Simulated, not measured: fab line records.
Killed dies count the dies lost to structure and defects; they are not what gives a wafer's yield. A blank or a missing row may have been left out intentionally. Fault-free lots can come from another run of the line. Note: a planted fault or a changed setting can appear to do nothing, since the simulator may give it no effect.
Struck lot and sound lot, side by side / flow sky130 / 43 out of 708 route steps
Sound: the wafers L206.1, L206.4, L206.5. Wafers struck: L214.1, L214.3, L214.4. At the end, the cause is stated.
Each step with rows lists, per side, the tool, then ch with its chambers, then its first start. Under that, the readings that differ: sound wafers / struck wafers / difference of the means / sigmas: that difference in standard deviations of wafers without a fault.
alike: a reading whose means differ by less than 2 such deviations, as well as words and numbers matching on both sides. not compared: withheld readings; readings where some wafer has no value; bounds like >300 that might hide an equal value; numbers whose values overlap and for which the record gives no deviation.
Wherever a step has rows on one side only, a row that says differs or no value, or a row with sigmas, the two part there. Numbers that don't overlap but have no deviation are shown without sigmas and don't part them. A reading that every wafer of one side lacks parts them only if that side has two wafers or more.

first, 5 steps without rows for these wafers: SKY_CONTACT_COAT_09 (resist thk 450 nm); SKY_CONTACT_SOFTBAKE_10 (time 90 s); SKY_CONTACT_EXPOSE_11 (exposes mask CTM1, target cd 170 nm); SKY_CONTACT_PEB_12; SKY_CONTACT_DEVELOP_13 (develop time 60 s).
SKY_CONTACT_CD_MEAS_14: the cd target is 170 nm.
  struck on cd sem-01, day 35 11:07; sound on cd sem-02, day 32 17:13
reading=cd nm (nm); sound=172.2 173.2 171.7; struck=167.9 169.7 167.3; difference=-4.1; sigmas=-2
SKY_CONTACT_OVL_MEAS_15:
  struck on overlay-01, day 35 11:14; sound on overlay-01, day 32 17:20
  alike: CONTACT_OVL
then, 1 step without rows for these wafers: SKY_CONTACT_ETCH_16 (etches BARC in N2/H2, stops on SiO2, time 45.9 s, target depth 60 nm).
SKY_CONTACT_ETCH_17: etches SiO2 in C4F8/O2/Ar, stops on Si3N4, target depth 340 nm.
  sound on rie diel-01 ch 0,2, day 32 17:25; struck on rie diel-01 ch 1,2,3, day 35 11:19
  alike: oes product au
then, 3 steps without rows for these wafers: SKY_CONTACT_ETCH_18 (etches Si3N4 in CHF3/O2, stops on TiN, time 39 s, target depth 75 nm); SKY_CONTACT_STRIP_19 (strips in O2/N2); SKY_CONTACT_STRIP_20 (strips in post etch residue remover, time 1200 s).
SKY_CONTACT_CLEAN_21: cleans in IPA, time 180 s.
  sound on wet bench-04 ch 3, day 32 18:01; struck on wet bench-03 ch 0, day 35 11:50
then, 1 step without rows for these wafers: SKY_CONTACT_CLEAN_22 (cleans in O3/DIW).
SKY_CONTACT_SPUTTER_23: material TiN, target thk 20 nm, time 80 s.
  struck on pvd sputter-04, day 35 11:59; sound on pvd sputter-02, day 32 18:10
  alike: throttle valve pct
then, 1 step without rows for these wafers: SKY_CONTACT_CVD_24 (deposits W, target thk 340 nm, time 102.12 s).
SKY_CONTACT_RS_MEAS_25: measures by four-point-probe.
  struck on film metro-03, day 35 12:10; sound on film metro-02, day 32 18:21
  alike: CONTACT_W_RS
SKY_CONTACT_THK_MEAS_26: measures by xrf.
  struck on film metro-03, day 35 12:17; sound on film metro-02, day 32 18:28
  alike: CONTACT_W_THK
then, 1 step without rows for these wafers: SKY_CONTACT_CMP_27 (polishes, stops on SiO2, t overpolish 15 s, target thk 0 nm).
SKY_METAL1_SPUTTER_00: material Ti, target thk 15 nm, time 10 s.
  struck on pvd sputter-01, day 35 12:39; sound on pvd sputter-01, day 32 18:50
  alike: throttle valve pct
then, 1 step without rows for these wafers: SKY_METAL1_SPUTTER_01 (material TiN, target thk 20 nm, time 16.7 s).
SKY_METAL1_SPUTTER_02: material AlCu, target thk 250 nm, time 13.3 s.
  struck on pvd sputter-01, day 35 12:41; sound on pvd sputter-01, day 32 18:52
  alike: throttle valve pct
then, 2 steps without rows for these wafers: SKY_METAL1_SPUTTER_03 (material Ti, target thk 5 nm, time 3.3 s); SKY_METAL1_SPUTTER_04 (material TiN, target thk 70 nm, time 58.3 s).
SKY_METAL1_RS_MEAS_05: measures by four-point-probe.
  struck on film metro-03, day 35 12:47; sound on film metro-02, day 32 18:58
  alike: METAL1_ALCU_RS
SKY_METAL1_THK_MEAS_06: measures by xrf.
  struck on film metro-03, day 35 12:55; sound on film metro-02, day 32 19:05
  alike: METAL1_ALCU_THK
then, 8 steps without rows for these wafers: SKY_METAL1_DEHYDRATE_07 (time 60 s); SKY_METAL1_HMDS_08 (prime time 60 s); SKY_METAL1_COAT_09 (resist thk 60 nm); SKY_METAL1_COAT_10 (resist thk 450 nm); SKY_METAL1_SOFTBAKE_11 (time 90 s); SKY_METAL1_EXPOSE_12 (exposes mask MM1, target cd 140 nm); SKY_METAL1_PEB_13; SKY_METAL1_DEVELOP_14 (develop time 60 s).
SKY_METAL1_CD_MEAS_15: the cd target is 140 nm.
  struck on cd sem-02, day 36 15:10; sound on cd sem-02, day 33 21:04
reading=cd nm (nm); sound=143.2 143.1 143.0; struck=139.5 138.9 139.9; difference=-3.7; sigmas=-2
SKY_METAL1_OVL_MEAS_16:
  struck on overlay-01, day 36 15:17; sound on overlay-01, day 33 21:11
  alike: METAL1_OVL
SKY_METAL1_DESCUM_17: chemistry O2, time 8 s.
  sound on rie metal-03 ch 0,1, day 33 21:14; struck on rie metal-04 ch 0, day 36 15:19
  alike: drypump motor current A, oes product au
  not compared: rf hours counter h
then, 5 steps without rows for these wafers: SKY_METAL1_ETCH_18 (etches BARC in N2/H2, stops on SiO2, time 47.78 s, target depth 60 nm); SKY_METAL1_METAL_ETCH_19 (etches the open film in Cl2/BCl3, stops on SiO2, target depth 360 nm, time 78 s); SKY_METAL1_STRIP_20 (strips in O2/N2); SKY_METAL1_STRIP_21 (strips in post etch residue remover, time 1200 s); SKY_METAL1_CLEAN_22 (cleans in IPA, time 180 s).
-- the record jumps here: 12 days lie between the struck wafers' starts before and after (it left off in module METAL1 and takes up again in module PAD_OPEN, whose first step shown is number 708 of the route) --
SKY_PAD_OPEN_PROBE_99:
  rows exist in the record for the struck wafers here (prober-01, day 48 15:43), but not for the sound ones

== WHERE THEY PART ==
First at SKY_CONTACT_CD_MEAS_14; last, within this record, at SKY_PAD_OPEN_PROBE_99.

WHY: whatever the simulator had introduced
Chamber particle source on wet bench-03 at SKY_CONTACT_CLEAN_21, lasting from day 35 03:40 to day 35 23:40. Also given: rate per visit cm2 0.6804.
